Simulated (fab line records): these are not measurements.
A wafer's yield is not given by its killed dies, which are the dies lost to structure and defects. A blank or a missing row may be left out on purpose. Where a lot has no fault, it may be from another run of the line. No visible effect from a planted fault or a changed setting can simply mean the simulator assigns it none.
Comparing a struck lot with a sound one    flow sky130    18 steps out of a route of 708
Sound: these wafers, L349.2, L349.4, L349.6. Struck: wafer L346.4. (L346.2 of the same lot was not struck and is left out.) The cause comes at the end.
For every step that has rows: the tool of each side, followed by ch and its chambers, followed by its first start. Under that, the readings that differ: sound wafers    struck wafers    difference of the means    sigmas: that difference in standard deviations of wafers without a fault.
alike: readings with means less than 2 such deviations apart, plus words and numbers identical on both sides. not compared: withheld readings, readings lacking a value on some wafer, bounds such as >300 that could conceal the same value, and numbers that have no deviation in the record and whose values overlap.
Wherever a step has rows on one side only, a row that says differs or no value, or a row with sigmas, the two part there. Non-overlapping numbers with no deviation appear without sigmas and do not part them. A reading that every wafer of one side lacks parts them only if that side has two wafers or more.

first, 1 step without rows for these wafers: SKY_VT_ADJUST_PCH_IMPLANT_08.
SKY_VT_ADJUST_PCH_STRIP_09: strips in O2/N2.
  sound on plasma asher-03 ch 1, day 16 20:26; struck on plasma asher-04 ch 0, day 15 19:40
  alike: drypump motor current A, oes product au, strip time to endpoint s
  not compared: rf hours counter h
SKY_VT_ADJUST_PCH_TW_MEAS_10:
  sound on film metro-02, day 16 20:33; struck on film metro-04, day 15 19:47
reading           sound              struck  difference  sigmas
VT_ADJUST_PCH_TW  141.3 140.9 140.9  144.2   +3.2        +4
then, 7 steps without rows for these wafers: SKY_SONOS_TUNNEL_DEHYDRATE_00 (time 60 s); SKY_SONOS_TUNNEL_HMDS_01 (prime time 60 s); SKY_SONOS_TUNNEL_COAT_02 (resist thk 1140 nm); SKY_SONOS_TUNNEL_SOFTBAKE_03 (time 60 s); SKY_SONOS_TUNNEL_EXPOSE_04 (exposes mask TUNM, target cd 410 nm); SKY_SONOS_TUNNEL_PEB_05; SKY_SONOS_TUNNEL_DEVELOP_06 (develop time 60 s).
SKY_SONOS_TUNNEL_CD_MEAS_07: target cd 410 nm.
  sound on cd sem-02, day 18 00:08; struck on cd sem-01, day 16 23:05
  alike: cd nm
SKY_SONOS_TUNNEL_OVL_MEAS_08:
  sound on overlay-02, day 18 00:15; struck on overlay-02, day 16 23:12
  alike: SONOS_TUNNEL_OVL
SKY_SONOS_TUNNEL_IMPLANT_09:
  sound on implanter-02 ch 0, day 18 00:18; struck on implanter-03 ch 0, day 16 23:15
  alike: beam on s
then, 2 steps without rows for these wafers: SKY_SONOS_TUNNEL_WET_ETCH_10 (etches SiO2 in dHF, target depth 14 nm, time 280 s); SKY_SONOS_TUNNEL_STRIP_11 (strips in SPM, time 600 s).
SKY_SONOS_TUNNEL_TW_MEAS_12:
  sound on film metro-03, day 18 00:43; struck on film metro-04, day 16 23:40
reading          sound              struck  difference  sigmas
SONOS_TUNNEL_TW  193.6 195.3 192.1  180.3   -13.4       -7
then, 1 step without rows for these wafers: SKY_SONOS_TUNNEL_CLEAN_13 (cleans in dHF, time 20 s).
-- here the record skips 33 days between the struck wafers' starts before and after, leaving off in module SONOS_TUNNEL and picking up in module PAD_OPEN (first step shown: number 708 of the route) --
SKY_PAD_OPEN_PROBE_99:
  only the struck wafers here have rows in the record (prober-02, day 49 19:15); the sound ones have none

== WHERE THEY PART ==
Last at SKY_PAD_OPEN_PROBE_99 as far as this record goes, first at SKY_VT_ADJUST_PCH_TW_MEAS_10.

WHY: whatever the simulator had introduced
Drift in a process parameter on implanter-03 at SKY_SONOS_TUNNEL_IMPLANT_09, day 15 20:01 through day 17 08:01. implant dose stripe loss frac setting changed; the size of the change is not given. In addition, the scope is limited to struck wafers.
